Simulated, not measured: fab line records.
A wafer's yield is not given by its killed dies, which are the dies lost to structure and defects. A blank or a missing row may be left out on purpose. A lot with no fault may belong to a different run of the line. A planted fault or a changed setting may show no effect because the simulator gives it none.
Matching of chambers | flow gf180mcu | GF_CONTACT_CMP_27 on cmp-02: 4 sister chambers
The step polishes, stops on SiO2, t overpolish 15 s, target thk 0 nm. 16 wafers are shown with their chamber, then 8 later ones without.

## WAFERS WITH THEIR CHAMBER
wafer  | chamber | motor_current_A (A) | time_to_endpoint_s (s) | overpolish_run_s (s)
L522.1 | 3       | 11.2                | 69                     | 15.001
L522.4 | 0       | 12.1                | 78                     | 15.001
L522.6 | 1       | 9.8                 | 72                     | 15.001
L527.3 | 3       | 11.2                | 62                     | 15.004
L527.4 | 0       | 12.7                | 70                     | 15.009
L527.6 | 3       | 11.4                | 65                     | 14.990
L529.1 | 3       | 10.7                | 68                     | 15.008
L529.2 | 0       | 12.8                | 73                     | 15.001
L529.4 | 2       | 9.5                 | 71                     | 14.995
L532.2 | 2       | 9.7                 | 71                     | 14.996
L532.5 | 1       | 9.6                 | 70                     | 14.989
L532.6 | 0       | 12.4                | 73                     | 15.007
L533.2 | 0       | 11.9                | 72                     | 15.003
L533.3 | 2       | 9.7                 | 71                     | 15.005
L533.4 | 1       | 10.0                | 71                     | 15.001
L534.2 | 0       | 12.4                | 70                     | 15.002

SIGNATURES (means of the wafers above)
reading            | chamber 0 | chamber 1 | chamber 2 | chamber 3 | scatter within a chamber
motor_current_A    | 12.383    | 9.800     | 9.633     | 11.125    | 0.283
time_to_endpoint_s | 72.67     | 71.00     | 71.00     | 66.00     | 2.51
overpolish_run_s   | 15.00383  | 14.99700  | 14.99867  | 15.00075  | 0.00572
Rule: a wafer's distance from a chamber is the root of the sum, over the readings, of the square of ((its reading less the chamber's mean) divided by the reading's scatter). The wafer belongs to the nearest chamber; if the next one is less than 2 further off, it can't be placed. The scatter is the square root of a quotient: the sum, over the shown wafers, of each reading's squared deviation from its chamber's mean, divided by wafers minus chambers.

## WAFERS WHOSE CHAMBER IS MISSING
wafer  | motor_current_A (A) | time_to_endpoint_s (s) | overpolish_run_s (s)
L534.5 | 9.4                 | 65                     | 15.009
L534.6 | 12.3                | 68                     | 15.003
L536.1 | 9.7                 | 71                     | 15.009
L536.2 | 12.4                | 76                     | 15.005
L536.5 | 10.1                | 71                     | 14.987
L541.1 | 12.4                | 70                     | 15.005
L541.3 | 9.5                 | 65                     | 15.008
L541.4 | 9.6                 | 70                     | 15.009

## WHICH CHAMBER EACH WENT THROUGH
wafer  | from the rows above     | in truth
L534.5 | can't be placed: 2 or 1 | 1
L534.6 | 0                       | 0
L536.1 | can't be placed: 2 or 1 | 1
L536.2 | 0                       | 0
L536.5 | can't be placed: 1 or 2 | 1
L541.1 | 0                       | 0
L541.3 | can't be placed: 2 or 1 | 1
L541.4 | can't be placed: 2 or 1 | 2
Correct placement for 3 of the 8. Not placeable from these rows: 5 (in 5, the candidates include the true chamber). Wrongly placed: 0.
